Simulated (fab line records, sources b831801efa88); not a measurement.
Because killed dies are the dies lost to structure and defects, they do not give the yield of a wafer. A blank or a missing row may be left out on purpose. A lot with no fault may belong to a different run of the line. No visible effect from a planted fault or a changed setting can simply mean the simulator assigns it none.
Comparing a struck lot with a sound one | flow sky130 | 15 steps out of a route of 708
Sound: wafers L569.2, L569.4, L569.6. Wafers L580.2, L580.4, L580.5 were the ones struck. The cause is named last.
For every step that has rows: the tool of each side, followed by ch and its chambers, followed by its first start. Under that, the readings that differ: sound wafers | struck wafers | difference of the means | sigmas: that difference in standard deviations of wafers without a fault.
alike: a reading whose means differ by less than 2 such deviations, as well as words and numbers matching on both sides. not compared: withheld readings; readings where some wafer has no value; bounds like >300 that might hide an equal value; numbers whose values overlap and for which the record gives no deviation.
The two part at a step that has a row with sigmas, a row that says differs or no value, or rows on one side only. Numbers that have no deviation but don't overlap get no sigmas and don't part them. Lack of a reading on every wafer of one side parts them only where that side has two or more wafers.

first, 1 step without rows for these wafers: SKY_PWDE_IMPLANT_08.
SKY_PWDE_STRIP_09: strips in O2/N2.
  sound on plasma-asher-02 ch 0,1, day 4 19:21; struck on plasma-asher-02 ch 0,1, day 7 10:28
  alike: chamber-pressure-mTorr, drypump-motor-current-A, n2-flow-sccm, oes-product-au, strip-time-to-endpoint-s
  not compared: rf-hours-counter-h
SKY_PWDE_TW_MEAS_10:
  sound: film-metro-01 at day 4 19:28; struck: film-metro-03 at day 7 10:35
  alike: PWDE_TW
then, 7 steps without rows for these wafers: SKY_NWELL_DEHYDRATE_03 (time 60 s); SKY_NWELL_HMDS_04 (prime time 61.59 s); SKY_NWELL_COAT_05 (resist thk 3000 nm); SKY_NWELL_SOFTBAKE_06; SKY_NWELL_EXPOSE_07 (exposes mask NWM, target cd 840 nm); SKY_NWELL_PEB_08; SKY_NWELL_DEVELOP_09 (develop time 60 s).
SKY_NWELL_OVL_MEAS_10:
  sound: overlay-02 at day 5 12:46; struck: overlay-02 at day 8 06:16
  alike: NWELL_00_OVL
next, for these wafers, 1 step has no rows: SKY_NWELL_IMPLANT_11.
SKY_NWELL_IMPLANT_12:
  sound on implanter-01 ch 0, day 5 12:59; struck on implanter-03 ch 0, day 8 06:29
  reading            | sound                            | struck                         | difference  | sigmas
  dose-ions-cm2      | 1.2991e+12 1.2989e+12 1.2989e+12 | 1.4393e+12 1.4369e+12 1.44e+12 | +1.3977e+11 | +93
  faraday-current-uA | 7.61 7.47 7.13                   | 8.82 8.00 8.18                 | +0.93       | +6
  alike: beam-on-s
next, for these wafers, 1 step has no rows: SKY_NWELL_IMPLANT_13.
-- the record jumps here: 41 days lie between the struck wafers' starts before and after (it left off in module NWELL and takes up again in module PAD_OPEN, whose first step shown is number 708 of the route) --
SKY_PAD_OPEN_PROBE_99:
  sound: prober-01 at day 46 17:23; struck: prober-02 at day 49 04:30
  reading                                   | sound                   | struck                  | difference | sigmas
  model.etest.pfet-g5v0d10v5.off-log10-a-um | -12.31 -12.79 -12.66    | -13.44 -13.43 -13.3     | -0.80      |
  model.etest.pfet_01v8_lvt.off-log10-a-um  | -8.611 -8.355 -8.627    | -9.629 -9.475 -9.442    | -0.984     |
  model.etest.pfet-g5v0d10v5.vt-sat-v (V)   | -0.6109 -0.6684 -0.6418 | -0.7398 -0.7392 -0.7205 | -0.0928    |
  model.etest.pfet_16v.vt-v (V)             | -1.092 -1.105 -1.106    | -1.17 -1.174 -1.168     | -0.07      |
  model.etest.pfet-g5v0d10v5.vt-v (V)       | -0.8062 -0.8632 -0.838  | -0.9053 -0.9076 -0.888  | -0.0645    |
  model.etest.pfet-g5v0d10v5.vt-long-v (V)  | -0.9218 -0.9348 -0.9314 | -0.994 -0.9938 -0.9864  | -0.062     |
  model.etest.pfet_01v8_lvt.vt-sat-v (V)    | -0.4145 -0.4134 -0.4187 | -0.504 -0.5016 -0.5044  | -0.088     |
  model.etest.pfet_01v8_lvt.vt-v (V)        | -0.5128 -0.5111 -0.5154 | -0.5869 -0.5884 -0.5887 | -0.0749    |
  alike: killed_at_M0_to_M3, killed_at_M4_up, killed-at-contacts, killed-at-front-end, killed-at-other, killed-dies, killed-open, killed-short

== WHERE THEY PART ==
SKY_NWELL_IMPLANT_12 only, going by this record. Later steps at which nothing parts them and some readings are alike: SKY_PAD_OPEN_PROBE_99.

WHY: what had been put in by the simulator
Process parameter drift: implanter-03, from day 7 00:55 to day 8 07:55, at SKY_NWELL_IMPLANT_12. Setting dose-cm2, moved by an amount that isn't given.
